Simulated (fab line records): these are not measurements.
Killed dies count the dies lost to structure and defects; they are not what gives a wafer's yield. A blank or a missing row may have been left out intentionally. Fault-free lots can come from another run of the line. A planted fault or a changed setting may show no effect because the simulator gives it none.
Split-lot experiment ; flow gf180mcu ; 23 wafers read from 5 lots, route of 602 steps

ON THE SPLIT
At GF_STI_CVD_03 (deposits Si3N4 from DCS/NH3, target thk 207.16 nm, time 3551 s), the setting pressureMtorr was moved away from the recipe's 250 mTorr on 20 of the 23 wafers read, by -13.8% to +10.7%. The other wafers ran this setting at the recipe's value.

FROM THE SPLIT TO THE READING: what the file shows between them, 4 steps
- GF_STI_THK_MEAS_04
- GF_STI_PEB_10: peb time 90 s (also split here: pebTempC)
- GF_STI_DEVELOP_11: develop time 60 s
- GF_STI_CD_MEAS_12: target cd 220 nm

THE READING
oesProductAu, in a.u., at GF_STI_ETCH_13 (etches the open film in CHF3/O2, stops on Si, target depth 282.31 nm, time 112.9 s). Fault-free wafers of this fab line usually give 0.831 a.u., standard deviation 0.0063 a.u.

wafer;tool, chamber at the split;pressureMtorr as run, mTorr;against the recipe;oesProductAu, a.u.;against lot-mates on the recipe
L076.2;lpcvd-01, 0;250;recipe;0.836;-
L076.3;lpcvd-01, 0;250;recipe;0.828;-
L076.4;lpcvd-01, 0;250;recipe;0.828;-
L077.1;-, -;215.6;-13.8%;0.799;no lot-mate on the recipe
L077.2;-, -;215.6;-13.8%;0.808;no lot-mate on the recipe
L077.3;-, -;215.6;-13.8%;0.812;no lot-mate on the recipe
L077.4;-, -;215.6;-13.8%;0.814;no lot-mate on the recipe
L077.5;-, -;215.6;-13.8%;0.805;no lot-mate on the recipe
L080.1;-, -;276.7;+10.7%;0.849;no lot-mate on the recipe
L080.2;-, -;276.7;+10.7%;0.846;no lot-mate on the recipe
L080.3;-, -;276.7;+10.7%;0.834;no lot-mate on the recipe
L080.4;-, -;276.7;+10.7%;0.852;no lot-mate on the recipe
L080.6;-, -;276.7;+10.7%;0.847;no lot-mate on the recipe
L082.1;-, -;275.9;+10.4%;0.843;no lot-mate on the recipe
L082.2;-, -;275.9;+10.4%;0.847;no lot-mate on the recipe
L082.3;-, -;275.9;+10.4%;0.855;no lot-mate on the recipe
L082.4;-, -;275.9;+10.4%;0.850;no lot-mate on the recipe
L082.6;-, -;275.9;+10.4%;0.843;no lot-mate on the recipe
L083.2;-, -;216.7;-13.3%;0.810;no lot-mate on the recipe
L083.3;-, -;216.7;-13.3%;0.818;no lot-mate on the recipe
L083.4;-, -;216.7;-13.3%;0.806;no lot-mate on the recipe
L083.5;-, -;216.7;-13.3%;0.820;no lot-mate on the recipe
L083.6;-, -;216.7;-13.3%;0.806;no lot-mate on the recipe

THE FIT
A straight line over all 23 wafers: oesProductAu changes by +0.00153 a.u. for each +1% of pressureMtorr; r = +0.95; the points scatter about the line by 0.0058 a.u.
Too few moved wafers have a lot-mate on the recipe to fit a line with each lot's own level taken away.

THE WHOLE CHAIN: every reading that the file lists as answering this split, in the file's order
step;what it does;reading;change (the file's fit);r (the file's)
GF_STI_CVD_03;deposits Si3N4 from DCS/NH3, target thk 207.16 nm, time 3551 s;Si3N4_of_STI_CVD_03.thkNm (the simulator's own value, which no gauge read);+0.671 nm for each +1% of the setting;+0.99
GF_STI_THK_MEAS_04;;STI_CVD_03_THK;+0.672 for each +1% of the setting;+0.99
GF_STI_ETCH_13;etches the open film in CHF3/O2, stops on Si, target depth 282.31 nm, time 112.9 s;oesProductAu;+0.00153 a.u. for each +1% of the setting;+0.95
GF_STI_ETCH_13;etches the open film in CHF3/O2, stops on Si, target depth 282.31 nm, time 112.9 s;etch.depthNm (the simulator's own value, which no gauge read);+0.656 nm for each +1% of the setting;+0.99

THE FILE'S OWN FIT
oesProductAu changes by +0.00153 a.u. for each +1% of pressureMtorr, r = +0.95.
